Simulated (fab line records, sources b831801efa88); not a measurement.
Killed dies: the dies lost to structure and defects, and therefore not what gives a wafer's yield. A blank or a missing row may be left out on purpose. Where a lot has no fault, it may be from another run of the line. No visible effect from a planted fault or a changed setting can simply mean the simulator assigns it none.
A lot that was struck, set against a sound lot	flow sky130	15 out of 708 route steps
Sound: these wafers, L967.3, L967.4, L967.6. Struck: wafer L966.5 (left out: L966.3, a lot-mate that was not struck); the cause follows at the end.
Each step with rows lists, per side, the tool, then ch with its chambers, then its first start. Under that, the readings that differ: sound wafers	struck wafers	difference of the means	sigmas: that difference in standard deviations of wafers without a fault.
alike: readings whose means differ by less than 2 such deviations, and words and numbers that are the same on both sides. not compared: withheld readings, readings that some wafer has no value for, bounds like >300 that may hide the same value, and numbers for which the record gives no deviation and whose values overlap.
Wherever a step has rows on one side only, a row that says differs or no value, or a row with sigmas, the two part there. When numbers do not overlap yet have no deviation, they are printed without sigmas and do not part them. A reading missing from all wafers of one side parts the sides only when that side holds two or more wafers.

SKY_VIA3_ETCH_14: etches BARC in N2/H2, stops on SiO2, time 45.9 s, target depth 60 nm.
  sound on rieDiel-03 ch 0,2, day 44 04:44; struck on rieDiel-03 ch 2, day 43 23:31
  alike: chamberPressureMTorr, drypumpMotorCurrentA, oesProductAu, throttleValvePct
  not compared: rfHoursCounterH
SKY_VIA3_ETCH_15: etches SiO2 in C4F8/O2/Ar, stops on TiN, target depth 507 nm, time 78 s.
  sound on rieDiel-03 ch 0,2, day 44 04:47; struck on rieDiel-03 ch 2, day 43 23:34
  alike: chamberPressureMTorr, oesProductAu
  not compared: rfHoursCounterH
SKY_VIA3_STRIP_16: strips in O2/N2.
  sound on plasmaAsher-04 ch 0,1, day 44 04:53; struck on plasmaAsher-02 ch 1, day 43 23:40
  alike: chamberPressureMTorr, drypumpMotorCurrentA, oesProductAu, stripTimeToEndpointS
  not compared: rfHoursCounterH
then, 4 steps without rows for these wafers: SKY_VIA3_STRIP_17 (strips in post etch residue remover, time 1200 s); SKY_VIA3_CLEAN_18 (cleans in IPA, time 180 s); SKY_VIA3_CLEAN_19 (cleans in O3/DIW); SKY_VIA3_SPUTTER_20 (material TiN, target thk 20 nm, time 80 s).
SKY_VIA3_CVD_21: deposits W, target thk 390 nm, time 117.31 s.
  sound on cvdW-01 ch 0,1, day 44 05:33; struck on cvdW-02 ch 1, day 44 00:19
  alike: heaterPowerW
SKY_VIA3_RS_MEAS_22: a four-point-probe measurement.
  sound: filmMetro-04 at day 44 05:40; struck: filmMetro-04 at day 44 00:27
  alike: VIA3_W_RS
SKY_VIA3_THK_MEAS_23: measures by xrf.
  sound: filmMetro-04 at day 44 05:46; struck: filmMetro-04 at day 44 00:33
  alike: VIA3_W_THK
then, 1 step without rows for these wafers: SKY_VIA3_CMP_24 (polishes, stops on SiO2, t overpolish 20 s, target thk 0 nm).
SKY_METAL4_SPUTTER_00: material Ti, target thk 15 nm, time 10 s.
  sound: pvdSputter-04 at day 44 06:07; struck: pvdSputter-01 at day 44 00:53
  alike: throttleValvePct
SKY_METAL4_SPUTTER_01: material TiN, target thk 20 nm, time 16.7 s.
  sound: pvdSputter-04 at day 44 06:08; struck: pvdSputter-01 at day 44 00:55
reading	sound	struck	difference	sigmas
model.TiN_of_METAL4_SPUTTER_01.thkNm (nm)	19.8 19.98 19.98	28.82	+8.90	
  alike: throttleValvePct
then, 1 step without rows for these wafers: SKY_METAL4_SPUTTER_02 (material AlCu, target thk 735 nm, time 39.1 s).
SKY_PAD_OPEN_PROBE_99:
  the record has rows for the sound wafers here (prober-02, day 49 13:02) and none for the struck ones

## WHERE THEY PART
Only at SKY_PAD_OPEN_PROBE_99, within this record.

WHY: what had been put in by the simulator
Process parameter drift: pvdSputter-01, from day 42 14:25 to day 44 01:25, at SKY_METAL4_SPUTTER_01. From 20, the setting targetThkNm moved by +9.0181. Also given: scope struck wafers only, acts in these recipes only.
